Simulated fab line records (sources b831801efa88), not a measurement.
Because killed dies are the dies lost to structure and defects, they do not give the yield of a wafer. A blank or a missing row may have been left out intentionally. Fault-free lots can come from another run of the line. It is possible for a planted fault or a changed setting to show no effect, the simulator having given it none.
Chamber matching / flow sky130 / cmp-02 running SKY_LI_CONTACT_CMP_02: 4 sister chambers
The step polishes PSG. 4 wafers are shown with their chamber, then 9 later ones without.

== WAFERS PAIRED WITH THEIR CHAMBERS ==
wafer=L941.1; chamber=0; motor current A (A)=12.2
wafer=L946.2; chamber=1; motor current A (A)=13.9
wafer=L946.4; chamber=2; motor current A (A)=11.4
wafer=L946.6; chamber=3; motor current A (A)=11.2

== WAFERS WITHOUT THEIR CHAMBER ==
wafer=L949.1; motor current A (A)=11.8
wafer=L949.4; motor current A (A)=11.1
wafer=L949.5; motor current A (A)=10.9
wafer=L947.1; motor current A (A)=13.9
wafer=L947.3; motor current A (A)=12.5
wafer=L947.6; motor current A (A)=13.4
wafer=L948.1; motor current A (A)=11.9
wafer=L948.2; motor current A (A)=10.9
wafer=L948.4; motor current A (A)=13.4

== WHICH CHAMBER EACH WENT THROUGH ==
wafer=L949.1; from the rows above=can't be placed: 0 or 2 or 3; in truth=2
wafer=L949.4; from the rows above=can't be placed: 3 or 2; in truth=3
wafer=L949.5; from the rows above=can't be placed: 3 or 2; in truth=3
wafer=L947.1; from the rows above=1; in truth=1
wafer=L947.3; from the rows above=0; in truth=0
wafer=L947.6; from the rows above=1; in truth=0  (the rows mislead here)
wafer=L948.1; from the rows above=can't be placed: 0 or 2 or 3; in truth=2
wafer=L948.2; from the rows above=can't be placed: 3 or 2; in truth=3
wafer=L948.4; from the rows above=1; in truth=1
Correctly placed: 3 of 9. From these rows, 5 cannot be placed; in 5 the true chamber is one of the candidates. Wrongly placed: 1.
How it was worked out, from the rows above alone: a wafer's distance from a chamber is the root of the sum, over the readings, of the square of ((its reading less the chamber's mean) divided by the reading's scatter). The wafer belongs to the nearest chamber; if the next one is less than 2 further off, it can't be placed. Each chamber's mean is taken over the wafers shown for it. The scatter: root of mean squared gap, hidden wafer to nearest shown wafer, with one shown wafer a chamber.
